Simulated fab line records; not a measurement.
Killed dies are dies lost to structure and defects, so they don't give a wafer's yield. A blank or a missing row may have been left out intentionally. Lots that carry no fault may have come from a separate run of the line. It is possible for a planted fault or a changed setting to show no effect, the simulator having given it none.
2 desks, one fault | flow sky130 | each desk holds nothing but its own numbers, with what lay behind them at the end

AT THE METROLOGY DESK
What the gauges read, lot by lot, whatever tool the lot ran on: means of the sampled wafers that have a number. If a lot's mean is further than 4 standard deviations from the usual mean, the lot is out of limits and carries the mark OUT (the distance appears in the brackets).
Columns: A = cd nm at SKY_POLY_GATE_CD_MEAS_22, usual 149.6 nm; B = LDD_HVP_OVL at SKY_LDD_HVP_OVL_MEAS_07, usual -0.2 nm; C = LDD_LDN_TW at SKY_LDD_LDN_TW_MEAS_13, usual 1485
lot  | first seen here | A     | B    | C
L992 | day 16 20:38    | 151.2 | -0.2 | 1500
L994 | day 17 14:25    | 148.3 | -1.3 | 1477
L993 | day 17 17:04    | 149.7 | -0.3 | 1473
L995 | day 18 02:49    | 149.6 | 1.1  | 1490
L998 | day 19 05:42    | 148.9 | -1.0 | 1511
L999 | day 19 14:22    | 148.9 | -0.4 | 1487
L100 | day 19 15:28    | 150.1 | -0.7 | 1484
L102 | day 20 09:50    | 148.6 | 0.0  | 1486
L104 | day 21 00:46    | 149.2 | 2.2  | 1482
L106 | day 21 15:37    | 149.7 | -0.6 | 1443
L108 | day 22 05:47    | 149.3 | -1.9 | 1426 (-4.9) OUT
L113 | day 24 02:52    | 147.0 | -1.8 | 1494
This desk reports L108 out of limits; the earliest was L108 at day 28 09:59 (LDD_LDN_TW at SKY_LDD_LDN_TW_MEAS_13). In limits: L992, L994, L993, L995, L998, L999, L100, L102, L104, L106, L113.

AT THE TOOL OWNER'S DESK: implanter-02
For each lot that ran on this tool, the mean over its sampled wafers that have a number, from the tool's own readings at SKY_LDD_LDN_IMPLANT_10. If a lot's mean is further than 4 standard deviations from the usual mean, the lot is out of limits and carries the mark OUT (the distance appears in the brackets).
Columns: A = dose ions cm2 at SKY_LDD_LDN_IMPLANT_10, usual 1.2502e+13; B = faraday current uA at SKY_LDD_LDN_IMPLANT_10, usual 70.7
lot  | first seen here | A                            | B
L998 | day 25 14:32    | 1.2510e+13                   | 69.9
L999 | day 25 22:23    | 1.2499e+13                   | 69.9
L100 | day 25 23:41    | 1.2509e+13                   | 70.8
L104 | day 27 08:01    | 1.2503e+13                   | 70.7
L106 | day 27 21:48    | 6.9317e+12 (-99 or more) OUT | 39.0 (-23) OUT
L108 | day 28 09:37    | 6.9643e+12 (-99 or more) OUT | 39.5 (-22) OUT
This desk's verdict: out of limits on L106, L108, starting with L106 at day 27 21:48 (dose ions cm2 at SKY_LDD_LDN_IMPLANT_10). In limits: L998, L999, L100, L104.

BROUGHT TOGETHER
An alarm could have come from the tool owner's desk at day 27 21:48, on L106, L108.
The metrology desk could have raised an alarm at day 28 09:59, on L108.
The metrology desk holds a record of L106, inside its limits.
On implanter-02, each named lot ran SKY_LDD_LDN_IMPLANT_10.

WHAT THE SIMULATOR HAD INSERTED
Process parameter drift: implanter-02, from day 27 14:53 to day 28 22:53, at SKY_LDD_LDN_IMPLANT_10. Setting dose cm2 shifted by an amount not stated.
Lots struck among those shown: L106, L108.
Time in hours from fault onset to the first out-of-limits reading at each desk: tool owner's desk 7, metrology desk 19.
